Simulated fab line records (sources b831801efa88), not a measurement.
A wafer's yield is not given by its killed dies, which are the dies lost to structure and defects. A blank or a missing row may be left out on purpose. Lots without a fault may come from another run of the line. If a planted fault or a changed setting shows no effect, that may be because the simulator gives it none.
Which tool did it? | flow sky130 | Sampling: 11 lots, 33 wafers, 3 of 708 route steps

WHAT THE GAUGES READ, wafer by wafer
SKY_LDD_HVN_OVL_MEAS_07.
lot  | measured     | on         | LDD_HVN_OVL (nm)
L708 | day 20 08:50 | overlay-01 | -0.2 -1.1 -0.3
L710 | day 21 07:04 | overlay-02 | -2.0 -3.7 -2.9
L711 | day 21 16:26 | overlay-02 | -0.1 -1.5 -1.0
L714 | day 22 19:43 | overlay-02 | 0.8 -0.7 0.4
L715 | day 22 22:47 | overlay-01 | -1.4 -0.3 -0.4
L717 | day 24 08:35 | overlay-01 | -1.8 -2.1 -2.3
L719 | day 24 16:37 | overlay-02 | -52.6 -52.9 -53.9 -53.0 -53.4 -54.0
L720 | day 24 22:52 | overlay-01 | -54.8 -52.9 -54.0 -56.2 -53.9 -54.4
L724 | day 26 06:08 | overlay-01 | -52.8 -53.6 -52.7 -53.1 -54.0 -53.7
L726 | day 27 01:22 | overlay-02 | 0.1 -1.0 0.4
L730 | day 28 09:23 | overlay-01 | -0.5 -2.1 -1.3

WHAT TOOL EACH LOT RAN ON (gives the tool, then ch and the chambers of the sampled wafers, and finally the start)
lot  | SKY_NWELL_STRIP_14                 | SKY_LDD_HVN_EXPOSE_04
L708 | plasmaAsher-04 ch 0,1, day 4 15:03 | ilineStepper-02 ch 0, day 19 17:46
L710 | plasmaAsher-01 ch 0,1, day 5 01:40 | ilineStepper-01 ch 0, day 20 15:55
L711 | plasmaAsher-04 ch 0,1, day 5 09:25 | ilineStepper-01 ch 0, day 21 01:13
L714 | plasmaAsher-01 ch 0,1, day 6 02:55 | ilineStepper-02 ch 0, day 22 04:13
L715 | plasmaAsher-02 ch 0,1, day 6 07:28 | ilineStepper-02 ch 0, day 22 07:44
L717 | plasmaAsher-01 ch 0,1, day 6 22:54 | ilineStepper-01 ch 0, day 23 17:50
L719 | plasmaAsher-02 ch 0,1, day 7 10:06 | ilineStepper-01 ch 0, day 24 02:25
L720 | plasmaAsher-02 ch 0,1, day 7 13:42 | ilineStepper-01 ch 0, day 24 08:52
L724 | plasmaAsher-04 ch 0,1, day 8 13:06 | ilineStepper-01 ch 0, day 25 16:01
L726 | plasmaAsher-02 ch 0,1, day 9 00:39 | ilineStepper-02 ch 0, day 26 11:26
L730 | plasmaAsher-01 ch 0,1, day 9 22:06 | ilineStepper-02 ch 0, day 27 19:23
- SKY_NWELL_STRIP_14: strips in O2/N2.
- SKY_LDD_HVN_EXPOSE_04: exposes mask HVNTM, target cd 700 nm.

THE ANSWER, worked out from the rows above alone
Rule: usual is defined by the lots themselves. Put in order of their means at a reading, lots are off if they are a third of the lots or fewer, leave a main group of 4 or more, and stand apart from it by a gap of 3 or more times the standard deviation of the main group's means; of several such gaps the widest counts. A main group is skipped when, at the precision printed for the reading in the tables above, its means are all equal. Also off: a lot with no number at a reading for which 4 or more lots have one. Any other lot the step has rows for is counted as sound.
Off: L719, L720, L724, at SKY_LDD_HVN_OVL_MEAS_07 (LDD_HVN_OVL). For the main group the mean is -1.0 nm and the standard deviation 0.94.
A tool fits if, at a process step before that reading, it ran every lot that is off, and no sound lot after the first of them. Those tools and the gauges at SKY_LDD_HVN_OVL_MEAS_07 are tried in the same way. One candidate fits, namely ilineStepper-01 at SKY_LDD_HVN_EXPOSE_04. Its last sound lot is L717 (day 23 17:50), its first lot that is off L719 (day 24 02:25): a fault that began between those two fits.

WHAT HAD BEEN PUT IN BY THE SIMULATOR
Scanner matching overlay: ilineStepper-01, from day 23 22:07 on, at SKY_LDD_HVN_EXPOSE_04. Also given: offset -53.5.
Lots struck among those shown: L719, L720, L724. The rule above reached the same finding.
